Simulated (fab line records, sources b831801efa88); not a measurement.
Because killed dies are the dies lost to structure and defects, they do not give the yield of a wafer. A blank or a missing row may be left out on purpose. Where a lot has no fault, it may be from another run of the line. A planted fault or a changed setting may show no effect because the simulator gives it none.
What tool caused it?    flow gf180mcu    13 lots with 39 wafers sampled at 4 steps, on a route of 602 steps

## WHAT THE GAUGES READ, wafer by wafer
GF_V2_THK_MEAS_03.
lot   measured      on             V2_CVD_02_THK (nm)
L823  day 18 21:28  film-metro-01  845 858 857
L825  day 20 02:44  film-metro-02  861 863 870
L826  day 20 16:41  film-metro-03  829 851 857
L827  day 20 22:00  film-metro-02  844 849 861
L828  day 21 10:49  film-metro-02  847 863 845
L829  day 21 19:20  film-metro-03  829 855 843
L831  day 22 10:13  film-metro-02  849 853 867
L832  day 22 14:31  film-metro-02  847 861 848
L833  day 22 21:46  film-metro-01  854 872 862
L840  day 25 09:19  film-metro-01  846 835 851
L842  day 25 23:32  film-metro-02  860 857 863
L843  day 26 09:44  film-metro-03  844 857 852
L845  day 26 20:53  film-metro-01  842 856 854

GF_V2_CD_MEAS_14 targets a cd of 260 nm.
lot   measured      on         cd-nm (nm)
L823  day 19 22:28  cd-sem-01  259.8 260.4 260.1
L825  day 21 03:02  cd-sem-02  259.2 259.1 259.3
L826  day 21 16:34  cd-sem-02  259.2 258.6 260.5
L827  day 21 22:10  cd-sem-02  259.9 260.0 258.6
L828  day 22 10:12  cd-sem-01  260.9 258.8 259.5
L829  day 22 18:47  cd-sem-02  261.0 260.4 260.5
L831  day 23 09:28  cd-sem-02  257.8 257.7 255.9
L832  day 23 14:20  cd-sem-01  259.7 259.4 259.6
L833  day 23 20:34  cd-sem-02  263.0 262.8 264.2
L840  day 26 06:22  cd-sem-01  260.9 260.9 261.3
L842  day 26 20:10  cd-sem-02  260.1 260.8 260.1
L843  day 27 06:13  cd-sem-02  260.5 258.8 260.5
L845  day 27 17:08  cd-sem-02  259.0 257.3 258.1

GF_V3_THK_MEAS_01.
lot   measured      on             V3_CVD_00_THK (nm)
L823  day 21 01:19  film-metro-04  605 599 605
L825  day 22 05:53  film-metro-04  594 592 597
L826  day 22 18:32  film-metro-01  592 598 596
L827  day 22 23:56  film-metro-02  610 607 596
L828  day 23 11:45  film-metro-02  595 604 593
L829  day 23 19:58  film-metro-02  596 592 600
L831  day 24 10:44  film-metro-02  599 600 596
L832  day 24 14:57  film-metro-02  597 604 606
L833  day 24 21:37  film-metro-04  596 590 595
L840  day 27 06:04  film-metro-04  522 521 515
L842  day 27 18:50  film-metro-01  509 511 513
L843  day 28 04:34  film-metro-01  607 605 601
L845  day 28 15:22  film-metro-02  602 603 615

## WHICH TOOL RAN EACH LOT (tool, then ch and the chambers of the sampled wafers, then the start)
lot   GF_V3_CVD_00
L823  hdpcvd-01 ch 0,1,2, day 21 01:14
L825  hdpcvd-01 ch 0,2, day 22 05:48
L826  hdpcvd-02 ch 0,1,2, day 22 18:28
L827  hdpcvd-01 ch 1,2, day 22 23:50
L828  hdpcvd-02 ch 0,2, day 23 11:40
L829  hdpcvd-02 ch 0,1,2, day 23 19:53
L831  hdpcvd-02 ch 1,2, day 24 10:37
L832  hdpcvd-02 ch 0,2, day 24 14:52
L833  hdpcvd-02 ch 0,2, day 24 21:32
L840  hdpcvd-01 ch 0,1, day 27 05:59
L842  hdpcvd-01 ch 0, day 27 18:44
L843  hdpcvd-02 ch 0,1, day 28 04:30
L845  hdpcvd-02 ch 0,1,2, day 28 15:18
- GF_V3_CVD_00: deposits SiO2, target thk 600 nm, time 100 s.

## WHAT THE TOOLS THEMSELVES READ (means of the sampled wafers that have a number; where no wafer has one, the mark that the record gives instead)
GF_V3_CVD_00.
lot   tool       sih4-flow-sccm (sccm)
L823  hdpcvd-01  59.88
L825  hdpcvd-01  60.08
L826  hdpcvd-02  59.87
L827  hdpcvd-01  59.81
L828  hdpcvd-02  60.00
L829  hdpcvd-02  59.78
L831  hdpcvd-02  59.88
L832  hdpcvd-02  60.18
L833  hdpcvd-02  60.14
L840  hdpcvd-01  51.12
L842  hdpcvd-01  50.94
L843  hdpcvd-02  59.89
L845  hdpcvd-02  59.97

## THE ANSWER, worked out from the rows above alone
Rule: usual is defined by the lots themselves. Put in order of their means at a reading, lots are off if they are a third of the lots or fewer, leave a main group of 4 or more, and stand apart from it by a gap of 3 or more times the standard deviation of the main group's means; of several such gaps the widest counts. If all means in a main group match to the digits the tables above print for the reading, that group is not used. A lot without any number at a reading at which 4 lots or more have one is off too. The other lots that the step has rows for count as sound. The gauges are gone through in route order, then the tools' own readings, and for those a lot's mean is taken as printed above. At the first step where some lot is off, the reading lying furthest off is the one used; lots without a number count as furthest.
Off: L840, L842, seen at GF_V3_THK_MEAS_01 (V3_CVD_00_THK). Main group: mean 600 nm, sd 4.4.
A tool fits if, at a process step before that reading, it ran every lot that is off, and no sound lot after the first of them. The gauges at GF_V3_THK_MEAS_01 aren't tried: what is off there is off at GF_V3_CVD_00 too, on other tools, and a gauge's error can't cause that. One fits: hdpcvd-01 at GF_V3_CVD_00. Its last sound lot is L827 (day 22 23:50), its first lot that is off L840 (day 27 05:59): a fault that began between those two fits.
On the lots that are off, the tool's own readings at GF_V3_CVD_00 differ by more than 5 times the standard deviation of the sound lots' means, which bears it out; sih4-flow-sccm reads 51.03 sccm there versus 59.95 sccm on the sound lots.

## WHAT WAS PUT IN BY THE SIMULATOR
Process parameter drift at GF_V3_CVD_00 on hdpcvd-01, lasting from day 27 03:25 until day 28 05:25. The setting sih4-flow-sccm was moved by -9, starting from 60. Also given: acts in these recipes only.
Lots struck among those shown: L840, L842. The rule above found the same.
